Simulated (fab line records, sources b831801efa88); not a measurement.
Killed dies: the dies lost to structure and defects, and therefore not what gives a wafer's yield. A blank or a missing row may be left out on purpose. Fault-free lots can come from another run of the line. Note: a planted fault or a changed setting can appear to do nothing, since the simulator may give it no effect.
Lot-split experiment | flow sfq line | 5 lots, 23 wafers read, on a route of 325 steps

== ABOUT THE SPLIT ==
At SFQ_TRILAYER_R5_LITHO_EXPOSE_137 (exposes mask R5, target cd 500 nm), the setting dose mj was moved away from the recipe's 14.4 on 11 of the 23 wafers read, by +2.2% to +5.8%. All remaining wafers had this setting at the recipe value.

== FROM THE SPLIT TO THE READING: what the file shows between them, 3 steps ==
- SFQ_TRILAYER_R5_LITHO_PEB_139: peb time 60 s
- SFQ_TRILAYER_R5_LITHO_DEVELOP_138: time 60 s
- SFQ_TRILAYER_R5_BARC_OPEN_METAL_ETCH_177: etches BARC in O2, target depth 125 nm, time 41.7 s

== THE READING ==
R5.cd nm (the simulator's own value, which no gauge read), in nm, at SFQ_TRILAYER_R5_ETCH_METAL_ETCH_139 (etches the open film in Cl2, stops on SiO2, target depth 60 nm, time 40 s). No usual value for it is given in the file. Average 499.4 nm, standard deviation 1.3 nm, over the 12 wafers here run with the recipe.

wafer  | tool, chamber at the split | dose mj as run | against the recipe | R5.cd nm, nm | against lot-mates on the recipe
L076.1 | krf scanner-02, 0          | 14.95          | +3.8%              | 493          | -7.5
L076.2 | krf scanner-02, 0          | 14.95          | +3.8%              | 494          | -6.5
L076.3 | krf scanner-02, 0          | 14.95          | +3.8%              | 492.7        | -7.8
L076.4 | krf scanner-02, 0          | 14.4           | recipe             | 500.3        | -
L076.5 | krf scanner-02, 0          | 14.4           | recipe             | 500.6        | -
L077.1 | krf scanner-02, 0          | 14.4           | recipe             | 500.5        | -
L077.2 | krf scanner-02, 0          | 14.72          | +2.2%              | 496.1        | -3.6
L077.4 | krf scanner-02, 0          | 14.72          | +2.2%              | 497.4        | -2.3
L077.5 | krf scanner-02, 0          | 14.4           | recipe             | 498.9        | -
L077.6 | krf scanner-02, 0          | 14.72          | +2.2%              | 495.7        | -4.0
L078.1 | krf scanner-02, 0          | 15.24          | +5.8%              | 487.9        | -12.5
L078.2 | krf scanner-02, 0          | 14.4           | recipe             | 501          | -
L078.3 | krf scanner-02, 0          | 14.4           | recipe             | 500.5        | -
L078.4 | krf scanner-02, 0          | 15.24          | +5.8%              | 488.4        | -12.0
L078.6 | krf scanner-02, 0          | 14.4           | recipe             | 499.7        | -
L082.2 | krf scanner-02, 0          | 14.4           | recipe             | 496.8        | -
L082.4 | krf scanner-02, 0          | 14.4           | recipe             | 498          | -
L082.6 | krf scanner-02, 0          | 14.4           | recipe             | 497.9        | -
L083.2 | krf scanner-02, 0          | 14.94          | +3.7%              | 494.5        | -5.0
L083.3 | krf scanner-02, 0          | 14.94          | +3.7%              | 493.8        | -5.7
L083.4 | krf scanner-02, 0          | 14.4           | recipe             | 498.7        | -
L083.5 | krf scanner-02, 0          | 14.4           | recipe             | 500.4        | -
L083.6 | krf scanner-02, 0          | 14.94          | +3.7%              | 494.6        | -4.9

THE FIT
A straight line over all 23 wafers: R5.cd nm changes by -1.71 nm for each +1% of dose mj; r = -0.95; the points scatter about the line by 1.2 nm.
The same after taking each lot's own level away (the mean of its wafers on the recipe; 23 wafers): -1.87 nm for each +1%; r = -0.97; scatter 1 nm.
The reading moves by 11 nm for the largest change in dose mj, on that fit.
The span of the lots' own levels, 497.57 to 500.45 nm, comes to 2.2 times the standard deviation stated above.
Consequently the slope shifts little with the lot-to-lot level, the two slopes agreeing.
Check: for one of the wafers moved furthest among these (+5.8%), held out of the fit, the line's prediction against its lot-mates is -10.2 nm. Against them it came out at -12.5 nm.

== FURTHER SPLITS ON THESE WAFERS ==
Before the reading, these wafers also passed through other splits. Each is held against what the fit with the lots' levels taken away leaves over:
other split on the same wafers                   | wafers away from the commonest value | r with R5.cd nm (lot level and that fit taken away)
SFQ_TRILAYER_I3_VIA_LITHO_COAT_085 resist thk nm | 4                                    | -0.01
SFQ_TRILAYER_M4_LITHO_PEB_096 peb temp c         | 6                                    | -0.23
SFQ_TRILAYER_M5_LITHO_EXPOSE_124 dose mj         | 5                                    | -0.54
SFQ_TRILAYER_M5_ETCH_METAL_ETCH_126 icp w        | 10                                   | -0.23

== THE WHOLE CHAIN: every reading that the file lists as answering this split, in the file's order ==
step                                     | what it does                                                              | reading                                                   | change (the file's fit)              | r (the file's)
SFQ_TRILAYER_R5_BARC_OPEN_METAL_ETCH_177 | etches BARC in O2, target depth 125 nm, time 41.7 s                       | R5.cd nm (the simulator's own value, which no gauge read) | -1.82 nm for each +1% of the setting | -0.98
SFQ_TRILAYER_R5_ETCH_METAL_ETCH_139      | etches the open film in Cl2, stops on SiO2, target depth 60 nm, time 40 s | R5.cd nm (the simulator's own value, which no gauge read) | -1.87 nm for each +1% of the setting | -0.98

== THE FILE'S OWN FIT ==
R5.cd nm changes by -1.87 nm for each +1% of dose mj, r = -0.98.
